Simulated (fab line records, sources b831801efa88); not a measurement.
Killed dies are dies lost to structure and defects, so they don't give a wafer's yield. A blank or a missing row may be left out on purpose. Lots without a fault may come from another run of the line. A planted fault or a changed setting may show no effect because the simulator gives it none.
One fault seen from 2 desks | flow sky130 | each desk has only its own numbers; what lay behind them comes last

THE METROLOGY DESK
What the gauges read, lot by lot, whatever tool the lot ran on: means of the sampled wafers that have a number. A lot is out of limits, marked OUT, if its mean lies more than 4 standard deviations from the usual mean; the brackets give that distance.
Columns: A = cd_nm at SKY_FIELD_ISO_CD_MEAS_13, usual 150.0 nm; B = cd_nm at SKY_SONOS_TUNNEL_CD_MEAS_07, usual 409.6 nm
lot  | first seen here | A     | B
L894 | day 2 05:35     | 149.2 | 411.6
L895 | day 2 10:40     | 151.8 | 409.2
L896 | day 2 15:01     | 149.1 | 408.9
L897 | day 2 21:15     | 149.4 | 410.5
L898 | day 3 01:51     | 151.3 | 410.8
L900 | day 3 11:42     | 147.8 | 410.5
L903 | day 4 06:17     | 151.1 | 411.1
L905 | day 4 13:21     | 149.0 | 404.3
L907 | day 4 23:48     | 150.7 | 408.8
L913 | day 6 09:06     | 150.0 | 407.6
L914 | day 6 15:30     | 152.1 | 408.6
L916 | day 6 23:49     | 149.9 | 410.8
L917 | day 7 04:16     | 153.5 | 409.2
This desk's finding: nothing out of limits on any of the 13 lots.

THE TOOL OWNER'S DESK: implanter-02
The tool's own readings at SKY_NWELL_IMPLANT_24: means of the sampled wafers that have a number, for each lot that ran on this tool. A lot is out of limits, marked OUT, if its mean lies more than 4 standard deviations from the usual mean; the brackets give that distance.
Columns: A = dose_ions_cm2 at SKY_NWELL_IMPLANT_24, usual 9.202e+12; B = faraday_current_uA at SKY_NWELL_IMPLANT_24, usual 51.9
lot  | first seen here | A                           | B
L898 | day 6 09:19     | 9.202e+12                   | 51.9
L907 | day 8 10:32     | 9.194e+12                   | 52.3
L913 | day 10 01:44    | 9.192e+12                   | 51.5
L914 | day 10 11:14    | 1.022e+13 (+99 or more) OUT | 57.4 (+5.6) OUT
L916 | day 10 20:01    | 1.024e+13 (+99 or more) OUT | 57.2 (+5.4) OUT
This desk's finding: out of limits on L914, L916; first on L914, day 10 11:14 (dose_ions_cm2 at SKY_NWELL_IMPLANT_24). In limits: L898, L907, L913.

PUT TOGETHER
The tool owner's desk could have raised an alarm at day 10 11:14, on L914, L916.
The metrology desk saw nothing out of limits.
The metrology desk has L914, L916 on record, within its limits.
Of the lots named, all ran SKY_NWELL_IMPLANT_24 on implanter-02.

WHAT THE SIMULATOR HAD PUT IN
Process parameter drift: implanter-02, from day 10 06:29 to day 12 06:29, at SKY_NWELL_IMPLANT_24. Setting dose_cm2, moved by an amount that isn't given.
Lots struck among those shown: L914, L916.
Hours from the fault's start to each desk's first reading out of limits: the tool owner's desk, 5.
